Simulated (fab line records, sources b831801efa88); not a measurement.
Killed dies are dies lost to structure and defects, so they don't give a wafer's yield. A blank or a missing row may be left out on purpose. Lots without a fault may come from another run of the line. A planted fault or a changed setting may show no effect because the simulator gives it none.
Which tool did it? | flow sky130 | 11 lots, 33 wafers sampled, at 2 steps of a route of 708

WHAT THE GAUGES READ, wafer by wafer
SKY_SONOS_TUNNEL_OVL_MEAS_08.
lot  | measured     | on         | SONOS_TUNNEL_OVL (nm)
L461 | day 11 16:12 | overlay-02 | -0.3 0.3 0.9
L465 | day 13 02:47 | overlay-02 | 0.3 -0.9 -0.6
L466 | day 13 08:27 | overlay-01 | -2.6 -0.4 -1.7
L467 | day 13 18:18 | overlay-02 | 0.7 0.9 0.2
L471 | day 14 21:22 | overlay-01 | 0.9 0.4 0.0
L474 | day 16 03:31 | overlay-02 | -3.2 -2.5 -2.4
L477 | day 17 03:53 | overlay-01 | -0.2 -0.8 1.0
L481 | day 18 00:04 | overlay-02 | -0.3 0.4 -1.9
L480 | day 18 04:08 | overlay-02 | 1.9 0.8 1.6
L482 | day 18 10:48 | overlay-01 | 0.7 1.5 0.1
L483 | day 18 23:11 | overlay-02 | 0.7 2.8 1.0

WHICH TOOL RAN EACH LOT (tool, then ch and the chambers of the sampled wafers, then the start)
lot  | SKY_FIELD_ISO_STRIP_16
L461 | plasma_asher-03 ch 0,1, day 2 11:15
L465 | plasma_asher-03 ch 0,1, day 3 06:48
L466 | plasma_asher-02 ch 0,1, day 3 13:07
L467 | plasma_asher-04 ch 0,1, day 3 20:53
L471 | plasma_asher-03 ch 0,1, day 4 14:55
L474 | plasma_asher-02 ch 0,1, day 5 04:51
L477 | plasma_asher-03 ch 0,1, day 5 22:37
L481 | plasma_asher-02 ch 0, day 6 16:53
L480 | plasma_asher-02 ch 0,1, day 6 18:09
L482 | plasma_asher-02 ch 0,1, day 7 00:32
L483 | plasma_asher-02 ch 0,1, day 7 05:54
- SKY_FIELD_ISO_STRIP_16: strips in O2/N2.

THE ANSWER, worked out from the rows above alone
Rule: what is usual is taken from the lots themselves. Put in order of their means at a reading, lots are off if they are a third of the lots or fewer, leave a main group of 4 or more, and stand apart from it by a gap of 3 or more times the standard deviation of the main group's means; of several such gaps the widest counts. A main group whose means are all the same, to the digits that the tables above print for the reading, isn't used. A lot without any number at a reading at which 4 lots or more have one is off too. The other lots that the step has rows for count as sound.
No lot is off at any reading shown: from this, nothing can be told.

WHAT THE SIMULATOR HAD PUT IN
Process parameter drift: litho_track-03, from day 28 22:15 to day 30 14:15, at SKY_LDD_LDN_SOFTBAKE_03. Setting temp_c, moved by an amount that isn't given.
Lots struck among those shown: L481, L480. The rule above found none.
